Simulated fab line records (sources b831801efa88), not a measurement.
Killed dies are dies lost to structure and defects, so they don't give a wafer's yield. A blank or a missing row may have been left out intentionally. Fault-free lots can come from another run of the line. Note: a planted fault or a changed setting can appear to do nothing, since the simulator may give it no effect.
Which tool is to blame? | flow gf180mcu | 11 lots with 33 wafers sampled at 4 steps, on a route of 602 steps

== WHAT EACH GAUGE READ, for each wafer ==
GF_V5_RS_MEAS_24: uses a four-point probe to measure.
lot  | measured     | on           | V5_W_RS (ohm/sq)
L207 | day 28 10:55 | filmMetro-03 | 0.3200 0.3260 0.3284
L206 | day 28 13:51 | filmMetro-04 | 0.3270 0.3315 0.3336
L208 | day 28 14:44 | filmMetro-04 | 0.3233 0.3290 0.3262
L211 | day 29 19:53 | filmMetro-04 | 0.3324 0.3336 0.3295
L213 | day 30 07:19 | filmMetro-04 | 0.3307 0.3305 0.3260
L215 | day 30 23:23 | filmMetro-04 | 0.3286 0.3260 0.3277
L217 | day 31 14:59 | filmMetro-01 | 0.3277 0.3275 0.3300
L218 | day 31 18:56 | filmMetro-01 | 0.3639 0.3234 0.3609
L219 | day 31 22:20 | filmMetro-04 | 0.3644 0.3290 0.3664
L220 | day 32 04:04 | filmMetro-04 | 0.3309 0.3257 0.3240
L226 | day 33 18:28 | filmMetro-01 | 0.3251 0.3280 0.3293

== EACH LOT AND THE TOOL THAT RAN IT (in order: tool; ch and the chambers of the sampled wafers; start) ==
lot  | GF_V4_SPUTTER_21            | GF_V4_CVD_23                 | GF_V5_CVD_23
L207 | pvdSputter-01, day 25 18:35 | cvdW-02 ch 0,1, day 25 18:41 | cvdW-02 ch 0,1, day 28 10:48
L206 | pvdSputter-03, day 25 20:34 | cvdW-01 ch 0,1, day 25 20:40 | cvdW-01 ch 0,1, day 28 13:44
L208 | pvdSputter-03, day 25 21:41 | cvdW-01 ch 0,1, day 25 21:49 | cvdW-01 ch 0,1, day 28 14:37
L211 | pvdSputter-03, day 27 05:32 | cvdW-02 ch 0,1, day 27 05:38 | cvdW-02 ch 1, day 29 19:45
L213 | pvdSputter-04, day 27 17:58 | cvdW-01 ch 0,1, day 27 18:04 | cvdW-02 ch 0,1, day 30 07:10
L215 | pvdSputter-01, day 28 11:41 | cvdW-02 ch 0,1, day 28 11:47 | cvdW-01 ch 0,1, day 30 23:15
L217 | pvdSputter-01, day 29 04:20 | cvdW-02 ch 1, day 29 04:26   | cvdW-02 ch 0, day 31 14:52
L218 | pvdSputter-03, day 29 07:52 | cvdW-01 ch 1, day 29 07:58   | cvdW-02 ch 0,1, day 31 18:49
L219 | pvdSputter-01, day 29 13:43 | cvdW-02 ch 0,1, day 29 13:51 | cvdW-02 ch 0,1, day 31 22:13
L220 | pvdSputter-01, day 29 18:59 | cvdW-02 ch 0,1, day 29 19:05 | cvdW-01 ch 0,1, day 32 03:57
L226 | pvdSputter-03, day 31 13:13 | cvdW-01 ch 0,1, day 31 13:19 | cvdW-01 ch 0,1, day 33 18:20
- GF_V4_SPUTTER_21: material Ti, target thk 15 nm, time 80.02 s.
- GF_V4_CVD_23: deposits W, target thk 350 nm, time 104.9 s.
- GF_V5_CVD_23: deposits W, target thk 350 nm, time 104.9 s.

== THE ANSWER, worked out from the rows above alone ==
Rule: usual is defined by the lots themselves. Put in order of their means at a reading, lots are off if they are a third of the lots or fewer, leave a main group of 4 or more, and stand apart from it by a gap of 3 or more times the standard deviation of the main group's means; of several such gaps the widest counts. If all means in a main group match to the digits the tables above print for the reading, that group is not used. Also off: a lot with no number at a reading for which 4 or more lots have one. Where the step has rows for the other lots, those lots are counted as sound.
Off: at GF_V5_RS_MEAS_24 (V5_W_RS), L218, L219. The main group has a mean of 0.3281 ohm/sq with a standard deviation of 0.0021.
A tool fits if, at a process step before that reading, it ran every lot that is off, and no sound lot after the first of them. Gauges at GF_V5_RS_MEAS_24: tried the same way as those tools. One fits: cvdW-02 at GF_V5_CVD_23. A fault onset in the window from L217 (day 31 14:52, its last sound lot) to L218 (day 31 18:49, its first lot off) fits.

== WHAT THE SIMULATOR HAD PUT IN ==
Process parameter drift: cvdW-02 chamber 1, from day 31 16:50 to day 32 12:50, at GF_V5_CVD_23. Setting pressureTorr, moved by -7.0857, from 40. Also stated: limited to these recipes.
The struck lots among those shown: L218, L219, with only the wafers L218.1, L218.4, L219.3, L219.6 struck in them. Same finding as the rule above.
